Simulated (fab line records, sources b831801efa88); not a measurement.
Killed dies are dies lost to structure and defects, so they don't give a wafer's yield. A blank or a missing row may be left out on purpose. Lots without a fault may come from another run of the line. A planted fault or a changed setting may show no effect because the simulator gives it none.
fab line records | flow sky130
record lots=5 wafers=15 last_day=50
route steps=708 shown VIA1@462
lots that met no fault: from a run of the same line without faults
start_h: hours from the record's first day to the start of the lot's first wafer shown | wait_h: hours since the lot's step before | " the same as in the row above | L1.1+2: a row that stands for several wafers | - no value, or no start given | * or withheld: withheld | < > ~ a bound
route shown NAME@n: a module of which the file shows steps, and the number in the route of the first | usual: mean/standard deviation of fault-free wafers | same: alike in all rows | chamber/n: place in a boat | sites: the reading at each site | _std_site: their standard deviation | _edge_site: outer sites' mean less inner sites' | radius_mm: how far each site lies from the wafer's centre | mask NAME#n: copy n | behind: the tool/chamber that last shaped the wafer | hold: why the lot was held/for how many hours/how that ended | device: the transistor (n, p or np) that didn't switch | end of line: the same wafers' tests at the end of the route | a step without rows: its recipe alone | killed: dies lost to structure and defects at the first sort, not the wafer's yield | map: a wafer's dies, x killed, . not, _ none there
set.NAME: the setting as run; set.NAME@STEP: as run at that earlier step | model.NAME: the simulator's own value behind a step, which no gauge read
lots at some steps of the route; a table a step, a row a wafer
services: from which hour (start_h, from the record's first day; less than 0 if before it) a tool's chamber was out of use, for how many hours, and why
## steps
# step SKY_VIA1_DEHYDRATE_04
# recipe temp_c=200 time_s=60
# usual chill_plate_temp_C=23.01/0.11
# columns lot.wafer tool chamber start_h wait_h chill_plate_temp_C
L076.1 litho_track-02 0 804.28 12.6 23.01
L076.2 " 0 " " 22.89
L076.6 " 0 " " 22.87
L084.2 litho_track-02 0 866.66 11.3 22.81
L084.3 " 0 " " 22.85
L084.5 " 0 " " 22.78
L087.1 litho_track-01 0 875.59 12.4 23.20
L087.3 " 0 " " 23.15
L087.5 " 0 " " 23.13
L094.1 litho_track-03 0 927.80 11.7 22.83
L094.3 " 0 " " 22.79
L094.5 " 0 " " 22.76
L097.2 litho_track-02 0 939.01 11.5 22.85
L097.3 " 0 " " 22.87
L097.6 " 0 " " 23.07
# step SKY_VIA1_HMDS_05
# recipe prime_time_s=60 prime_temp_c=120
# usual chill_plate_temp_C=22.99/0.13
# columns lot.wafer tool chamber start_h wait_h chill_plate_temp_C
L076.1 litho_track-02 0 804.43 0.1 23.02
L076.2 " 0 " " 23.13
L076.6 " 0 " " 23.10
L084.2 litho_track-02 0 866.81 0.1 23.02
L084.3 " 0 " " 23.03
L084.5 " 0 " " 23.06
L087.1 litho_track-01 0 875.74 0.1 23.11
L087.3 " 0 " " 23.23
L087.5 " 0 " " 23.13
L094.1 litho_track-03 0 927.95 0.1 22.93
L094.3 " 0 " " 22.89
L094.5 " 0 " " 22.81
L097.2 litho_track-02 0 939.16 0.1 22.95
L097.3 " 0 " " 22.98
L097.6 " 0 " " 22.99
# step SKY_VIA1_COAT_06
# recipe resist=BARC temp_c=withheld time_s=withheld spin_rpm=3000 resist_thk_nm=60
# usual chill_plate_temp_C=*
# columns lot.wafer tool chamber start_h wait_h chill_plate_temp_C
L076.1 litho_track-02 0 804.58 0.1 *
L076.2 " 0 " " *
L076.6 " 0 " " *
L084.2 litho_track-02 0 866.96 0.1 *
L084.3 " 0 " " *
L084.5 " 0 " " *
L087.1 litho_track-01 0 875.89 0.1 *
L087.3 " 0 " " *
L087.5 " 0 " " *
L094.1 litho_track-03 0 928.10 0.1 *
L094.3 " 0 " " *
L094.5 " 0 " " *
L097.2 litho_track-02 0 939.31 0.1 *
L097.3 " 0 " " *
L097.6 " 0 " " *
# step SKY_VIA1_COAT_07
# recipe resist=KrF-thick spin_rpm=3000 resist_thk_nm=450
# usual chill_plate_temp_C=22.98/0.1
# columns lot.wafer tool chamber start_h wait_h chill_plate_temp_C
L076.1 litho_track-02 0 - - 23.04
L076.2 " 0 " " 23.00
L076.6 " 0 " " 22.87
L084.2 litho_track-02 0 - - 23.14
L084.3 " 0 " " 23.12
L084.5 " 0 " " 22.86
L087.1 litho_track-01 0 - - 22.86
L087.3 " 0 " " 23.02
L087.5 " 0 " " 22.97
L094.1 litho_track-03 0 - - 22.91
L094.3 " 0 " " 22.93
L094.5 " 0 " " 22.99
L097.2 litho_track-02 0 - - 22.89
L097.3 " 0 " " 22.92
L097.6 " 0 " " 22.81
# step SKY_VIA1_SOFTBAKE_08
# recipe temp_c=100 time_s=90 resist=KrF-thick
# usual chill_plate_temp_C=23.03/0.11
# columns lot.wafer tool chamber start_h wait_h chill_plate_temp_C
L076.1 litho_track-02 0 - - 23.22
L076.2 " 0 " " 22.89
L076.6 " 0 " " 22.90
L084.2 litho_track-02 0 - - 22.98
L084.3 " 0 " " 23.06
L084.5 " 0 " " 23.08
L087.1 litho_track-01 0 - - 23.26
L087.3 " 0 " " 23.06
L087.5 " 0 " " 23.06
L094.1 litho_track-03 0 - - 22.95
L094.3 " 0 " " 22.86
L094.5 " 0 " " 23.04
L097.2 litho_track-02 0 - - 23.11
L097.3 " 0 " " 23.13
L097.6 " 0 " " 23.08
# step SKY_VIA1_EXPOSE_09
# recipe mask_id=VIM na=0.8 source_shape=annular sigma_inner=0.55 sigma_outer=0.85 target_cd_nm=150 dose_mj=38
# usual reticle_temp_C=23.00/0.1
# columns lot.wafer tool chamber start_h wait_h mask reticle_temp_C
L076.1 krf_scanner-02 0 - - VIM#0 22.95
L076.2 " 0 " " VIM#0 23.05
L076.6 " 0 " " VIM#0 23.05
L084.2 krf_scanner-01 0 - - VIM#0 22.91
L084.3 " 0 " " VIM#0 22.93
L084.5 " 0 " " VIM#0 22.91
L087.1 krf_scanner-02 0 - - VIM#0 23.04
L087.3 " 0 " " VIM#0 22.88
L087.5 " 0 " " VIM#0 22.96
L094.1 krf_scanner-01 0 - - VIM#0 22.97
L094.3 " 0 " " VIM#0 22.84
L094.5 " 0 " " VIM#0 22.91
L097.2 krf_scanner-02 0 - - VIM#0 23.03
L097.3 " 0 " " VIM#0 23.06
L097.6 " 0 " " VIM#0 23.13
# step SKY_VIA1_PEB_10
# recipe peb_temp_c=withheld peb_time_s=withheld resist=KrF-thick
# usual chill_plate_temp_C=*
# columns lot.wafer tool chamber start_h wait_h chill_plate_temp_C
L076.1 litho_track-01 0 - - *
L076.2 " 0 " " *
L076.6 " 0 " " *
L084.2 litho_track-02 0 - - *
L084.3 " 0 " " *
L084.5 " 0 " " *
L087.1 litho_track-02 0 - - *
L087.3 " 0 " " *
L087.5 " 0 " " *
L094.1 litho_track-02 0 - - *
L094.3 " 0 " " *
L094.5 " 0 " " *
L097.2 litho_track-03 0 - - *
L097.3 " 0 " " *
L097.6 " 0 " " *
# step SKY_VIA1_DEVELOP_11
# recipe develop_time_s=60 resist=KrF-thick dev_temp_c=21
# usual chill_plate_temp_C=23.00/0.1
# columns lot.wafer tool chamber start_h wait_h chill_plate_temp_C
L076.1 litho_track-01 0 - - 22.77
L076.2 " 0 " " 22.91
L076.6 " 0 " " 22.87
L084.2 litho_track-02 0 - - 23.01
L084.3 " 0 " " 23.00
L084.5 " 0 " " 22.90
L087.1 litho_track-02 0 - - 23.01
L087.3 " 0 " " 22.91
L087.5 " 0 " " 23.11
L094.1 litho_track-02 0 - - 22.91
L094.3 " 0 " " 23.02
L094.5 " 0 " " 22.95
L097.2 litho_track-03 0 - - 23.03
L097.3 " 0 " " 22.91
L097.6 " 0 " " 23.13
# step SKY_VIA1_CD_MEAS_12
# recipe target_cd_nm=150
# usual cd_nm=150.7/1.5
# columns lot.wafer tool chamber start_h wait_h cd_nm
L076.1 cd_sem-01 - 818.14 - 151.7
L076.2 " - " " 151.4
L076.6 " - " " 151.2
L084.2 cd_sem-02 - 880.15 - 148.1
L084.3 " - " " 149.1
L084.5 " - " " 149.6
L087.1 cd_sem-01 - 888.58 - 151.3
L087.3 " - " " 151.7
L087.5 " - " " 151.5
L094.1 cd_sem-02 - 940.13 - 150.6
L094.3 " - " " 152.7
L094.5 " - " " 151.1
L097.2 cd_sem-02 - 952.17 - 150.2
L097.3 " - " " 148.3
L097.6 " - " " 149.3
## services
# columns tool chamber start_h hours kind
krf_scanner-02 - 807.08 4.4 pm
krf_scanner-02 - 825.51 1.3 pm
krf_scanner-02 - 828.55 4.0 pm
krf_scanner-01 - 834.85 1.3 pm
krf_scanner-02 - 842.01 1.4 repair
krf_scanner-01 0 845.22 - calibration
krf_scanner-02 - 855.27 0.8 pm
krf_scanner-01 - 868.41 0.8 pm
krf_scanner-02 0 886.98 - calibration
krf_scanner-02 - 893.52 1.0 pm
krf_scanner-01 - 908.79 1.0 pm
## key
fault none
